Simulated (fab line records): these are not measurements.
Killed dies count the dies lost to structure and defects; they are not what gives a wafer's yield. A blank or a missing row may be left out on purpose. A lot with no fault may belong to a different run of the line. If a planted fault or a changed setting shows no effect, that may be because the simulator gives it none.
The tool behind it: which one? :: flow sky130 :: Sampling: 13 lots, 39 wafers, 5 of 708 route steps

## WHAT THE GAUGES READ, wafer by wafer
SKY_SONOS_ONO_OVL_MEAS_14. Usual: SONOS_ONO_OVL gives 0.1 nm (standard deviation 1.7).
lot: L827
measured: day 13 02:56
on: overlay-02
SONOS_ONO_OVL (nm): -1.0 0.9 0.3
flag: 

lot: L830
measured: day 13 18:47
on: overlay-01
SONOS_ONO_OVL (nm): -0.6 -1.5 -0.3
flag: 

lot: L831
measured: day 14 06:45
on: overlay-01
SONOS_ONO_OVL (nm): -0.9 -2.8 -2.7
flag: 

lot: L832
measured: day 14 12:23
on: overlay-02
SONOS_ONO_OVL (nm): -1.4 -0.8 -0.5
flag: 

lot: L834
measured: day 15 10:35
on: overlay-01
SONOS_ONO_OVL (nm): 1.3 2.3 1.3
flag: 

lot: L835
measured: day 15 18:58
on: overlay-02
SONOS_ONO_OVL (nm): -0.1 0.8 3.0
flag: 

lot: L836
measured: day 16 00:35
on: overlay-02
SONOS_ONO_OVL (nm): 1.1 -0.7 0.2
flag: 

lot: L838
measured: day 16 18:05
on: overlay-02
SONOS_ONO_OVL (nm): 0.1 0.6 4.2
flag: 

lot: L839
measured: day 17 06:41
on: overlay-02
SONOS_ONO_OVL (nm): 0.9 1.5 -1.3
flag: 

lot: L840
measured: day 17 08:53
on: overlay-02
SONOS_ONO_OVL (nm): 2.1 0.7 2.7
flag: 

lot: L841
measured: day 17 22:41
on: overlay-02
SONOS_ONO_OVL (nm): 1.0 1.9 1.3
flag: 

lot: L843
measured: day 18 08:20
on: overlay-02
SONOS_ONO_OVL (nm): 0.4 0.1 0.8
flag: 

lot: L845
measured: day 18 20:50
on: overlay-02
SONOS_ONO_OVL (nm): -0.8 -2.0 -1.0
flag: 

SKY_LDD_P_TW_MEAS_11. Usual: LDD_P_TW gives 634 (standard deviation 7.4).
lot: L827
measured: day 19 13:28
on: film_metro-02
LDD_P_TW: 634 629 629
flag: 

lot: L830
measured: day 20 12:23
on: film_metro-02
LDD_P_TW: 633 632 634
flag: 

lot: L831
measured: day 20 21:40
on: film_metro-04
LDD_P_TW: 625 627 624
flag: 

lot: L832
measured: day 21 04:01
on: film_metro-04
LDD_P_TW: 633 632 626
flag: 

lot: L834
measured: day 22 02:20
on: film_metro-03
LDD_P_TW: 646 644 644
flag: 

lot: L835
measured: day 22 14:28
on: film_metro-03
LDD_P_TW: 640 643 643
flag: 

lot: L836
measured: day 22 19:32
on: film_metro-02
LDD_P_TW: 631 634 631
flag: 

lot: L838
measured: day 23 15:28
on: film_metro-02
LDD_P_TW: 630 630 630
flag: 

lot: L839
measured: day 24 03:35
on: film_metro-04
LDD_P_TW: 625 621 620
flag: 

lot: L840
measured: day 24 05:13
on: film_metro-04
LDD_P_TW: 622 621 626
flag: 

lot: L841
measured: day 24 19:28
on: film_metro-03
LDD_P_TW: 637 638 638
flag: 

lot: L843
measured: day 25 03:53
on: film_metro-03
LDD_P_TW: 322 317 315
flag: OFF

lot: L845
measured: day 25 13:10
on: film_metro-03
LDD_P_TW: 313 317 319
flag: OFF

SKY_SD_P_TW_MEAS_11. Usual: SD_P_TW gives 2832 (standard deviation 31).
lot: L827
measured: day 25 23:56
on: film_metro-03
SD_P_TW: 2868 2867 2861
flag: 

lot: L830
measured: day 26 21:55
on: film_metro-04
SD_P_TW: 2796 2798 2794
flag: 

lot: L831
measured: day 27 06:39
on: film_metro-03
SD_P_TW: 2878 2869 2883
flag: 

lot: L832
measured: day 27 12:31
on: film_metro-01
SD_P_TW: 2822 2833 2827
flag: 

lot: L834
measured: day 28 08:25
on: film_metro-01
SD_P_TW: 2831 2822 2828
flag: 

lot: L835
measured: day 28 20:34
on: film_metro-04
SD_P_TW: 2773 2787 2775
flag: 

lot: L836
measured: day 28 21:47
on: film_metro-03
SD_P_TW: 2873 2849 2859
flag: 

lot: L838
measured: day 29 16:11
on: film_metro-03
SD_P_TW: 2857 2861 2861
flag: 

lot: L839
measured: day 31 02:28
on: film_metro-04
SD_P_TW: 2794 2803 2792
flag: 

lot: L840
measured: day 31 02:32
on: film_metro-03
SD_P_TW: 2875 2866 2862
flag: 

lot: L841
measured: day 31 02:59
on: film_metro-01
SD_P_TW: 2805 2815 2816
flag: 

lot: L843
measured: day 31 05:56
on: film_metro-04
SD_P_TW: 2808 2809 2804
flag: 

lot: L845
measured: day 31 11:23
on: film_metro-01
SD_P_TW: 2805 2819 2802
flag: 

SKY_SD_N_RS_MEAS_17: the measuring method here is four-point-probe. Usual: SD_P_RS gives 146.9 ohm/sq (standard deviation 0.37).
lot: L827
measured: day 28 09:43
on: film_metro-04
SD_P_RS (ohm/sq): 147.0 147.1 146.7
flag: 

lot: L830
measured: day 29 04:43
on: film_metro-01
SD_P_RS (ohm/sq): 146.7 146.8 146.9
flag: 

lot: L831
measured: day 29 14:17
on: film_metro-03
SD_P_RS (ohm/sq): 147.5 147.6 147.2
flag: 

lot: L832
measured: day 29 19:13
on: film_metro-03
SD_P_RS (ohm/sq): 146.5 146.2 146.6
flag: 

lot: L834
measured: day 30 18:01
on: film_metro-01
SD_P_RS (ohm/sq): 147.0 147.1 147.3
flag: 

lot: L835
measured: day 31 06:15
on: film_metro-01
SD_P_RS (ohm/sq): 146.7 146.8 146.7
flag: 

lot: L836
measured: day 31 07:27
on: film_metro-03
SD_P_RS (ohm/sq): 147.1 146.9 147.2
flag: 

lot: L838
measured: day 32 00:35
on: film_metro-01
SD_P_RS (ohm/sq): 146.1 146.7 146.4
flag: 

lot: L839
measured: day 33 09:39
on: film_metro-01
SD_P_RS (ohm/sq): 146.8 147.3 147.4
flag: 

lot: L840
measured: day 33 10:10
on: film_metro-04
SD_P_RS (ohm/sq): 146.7 146.1 146.7
flag: 

lot: L841
measured: day 33 10:26
on: film_metro-01
SD_P_RS (ohm/sq): 147.2 147.0 146.5
flag: 

lot: L843
measured: day 33 13:05
on: film_metro-03
SD_P_RS (ohm/sq): 147.2 147.2 147.6
flag: 

lot: L845
measured: day 33 17:38
on: film_metro-03
SD_P_RS (ohm/sq): 146.9 146.9 147.4
flag: 

## WHICH TOOL RAN EACH LOT (tool, then ch and the chambers of the sampled wafers, then the start)
lot: L827
SKY_LDD_P_IMPLANT_09: implanter-02 ch 0, day 19 13:13

lot: L830
SKY_LDD_P_IMPLANT_09: implanter-02 ch 0, day 20 12:08

lot: L831
SKY_LDD_P_IMPLANT_09: implanter-01 ch 0, day 20 21:28

lot: L832
SKY_LDD_P_IMPLANT_09: implanter-02 ch 0, day 21 03:46

lot: L834
SKY_LDD_P_IMPLANT_09: implanter-02 ch 0, day 22 02:05

lot: L835
SKY_LDD_P_IMPLANT_09: implanter-04 ch 0, day 22 14:16

lot: L836
SKY_LDD_P_IMPLANT_09: implanter-04 ch 0, day 22 19:19

lot: L838
SKY_LDD_P_IMPLANT_09: implanter-02 ch 0, day 23 15:14

lot: L839
SKY_LDD_P_IMPLANT_09: implanter-01 ch 0, day 24 03:22

lot: L840
SKY_LDD_P_IMPLANT_09: implanter-02 ch 0, day 24 04:58

lot: L841
SKY_LDD_P_IMPLANT_09: implanter-04 ch 0, day 24 19:14

lot: L843
SKY_LDD_P_IMPLANT_09: implanter-01 ch 0, day 25 03:40

lot: L845
SKY_LDD_P_IMPLANT_09: implanter-01 ch 0, day 25 12:56
- SKY_LDD_P_IMPLANT_09

## AS READ BY THE TOOLS THEMSELVES (means over the sampled wafers that have a number; for cases with no such wafer, the mark the record gives instead)
SKY_LDD_P_IMPLANT_09. Usual: beam_on_s 10.03 s, standard deviation 0.19; dose_ions_cm2 9.998e+12, standard deviation 1.1e+10; faraday_current_uA 56.3, standard deviation 1.1.
lot: L827
tool: implanter-02
beam_on_s (s): 10.00
dose_ions_cm2: 9.996e+12
faraday_current_uA: 56.3
flag: 

lot: L830
tool: implanter-02
beam_on_s (s): 9.97
dose_ions_cm2: 1.000e+13
faraday_current_uA: 56.7
flag: 

lot: L831
tool: implanter-01
beam_on_s (s): 9.92
dose_ions_cm2: 1.000e+13
faraday_current_uA: 56.8
flag: 

lot: L832
tool: implanter-02
beam_on_s (s): 9.77
dose_ions_cm2: 9.992e+12
faraday_current_uA: 57.7
flag: 

lot: L834
tool: implanter-02
beam_on_s (s): 10.09
dose_ions_cm2: 1.000e+13
faraday_current_uA: 55.9
flag: 

lot: L835
tool: implanter-04
beam_on_s (s): 10.00
dose_ions_cm2: 1.000e+13
faraday_current_uA: 56.4
flag: 

lot: L836
tool: implanter-04
beam_on_s (s): 10.01
dose_ions_cm2: 1.000e+13
faraday_current_uA: 56.3
flag: 

lot: L838
tool: implanter-02
beam_on_s (s): 10.11
dose_ions_cm2: 9.991e+12
faraday_current_uA: 55.9
flag: 

lot: L839
tool: implanter-01
beam_on_s (s): 10.01
dose_ions_cm2: 9.989e+12
faraday_current_uA: 56.5
flag: 

lot: L840
tool: implanter-02
beam_on_s (s): 10.05
dose_ions_cm2: 9.988e+12
faraday_current_uA: 56.2
flag: 

lot: L841
tool: implanter-04
beam_on_s (s): 10.14
dose_ions_cm2: 9.997e+12
faraday_current_uA: 55.8
flag: 

lot: L843
tool: implanter-01
beam_on_s (s): 10.18
dose_ions_cm2: 9.810e+11
faraday_current_uA: 5.5
flag: OFF

lot: L845
tool: implanter-01
beam_on_s (s): 9.97
dose_ions_cm2: 9.863e+11
faraday_current_uA: 5.7
flag: OFF

## THE ANSWER, worked out from the rows above alone
Rule: lot off if the mean of its wafers having a number is beyond 3 standard deviations from the usual mean. A lot without any number at a reading at which 4 lots or more have one is off too. Where the step has rows for the other lots, those lots are counted as sound. After the gauges, taken in route order, come the tools' own readings; for these a lot's mean is taken, as printed above. The first step at which some lot is off is used, and at that step the reading that is off furthest; a lot without a number counts as furthest.
Off: L843, L845, seen at SKY_LDD_P_TW_MEAS_11 (LDD_P_TW).
A tool fits if, at a process step before that reading, it ran every lot that is off, and no sound lot after the first of them. The gauges at SKY_LDD_P_TW_MEAS_11 aren't tried: what is off there is off at SKY_LDD_P_IMPLANT_09 too, on other tools, and a gauge's error can't cause that. One fits: implanter-01 at SKY_LDD_P_IMPLANT_09. Its last sound lot is L839 (day 24 03:22), its first lot that is off L843 (day 25 03:40): a fault that began between those two fits.
The tool's own readings at SKY_LDD_P_IMPLANT_09 bear it out: on the lots that are off they differ by more than 5 times the standard deviation of the sound lots' means. dose_ions_cm2 reads 9.836e+11 there against 9.996e+12 on the sound lots; faraday_current_uA reads 5.6 there against 56.4 on the sound lots.

## WHAT THE SIMULATOR HAD INSERTED
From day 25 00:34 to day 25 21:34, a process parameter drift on implanter-01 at SKY_LDD_P_IMPLANT_09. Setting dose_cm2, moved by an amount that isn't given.
Lots struck among those shown: L843, L845. The rule above found the same.
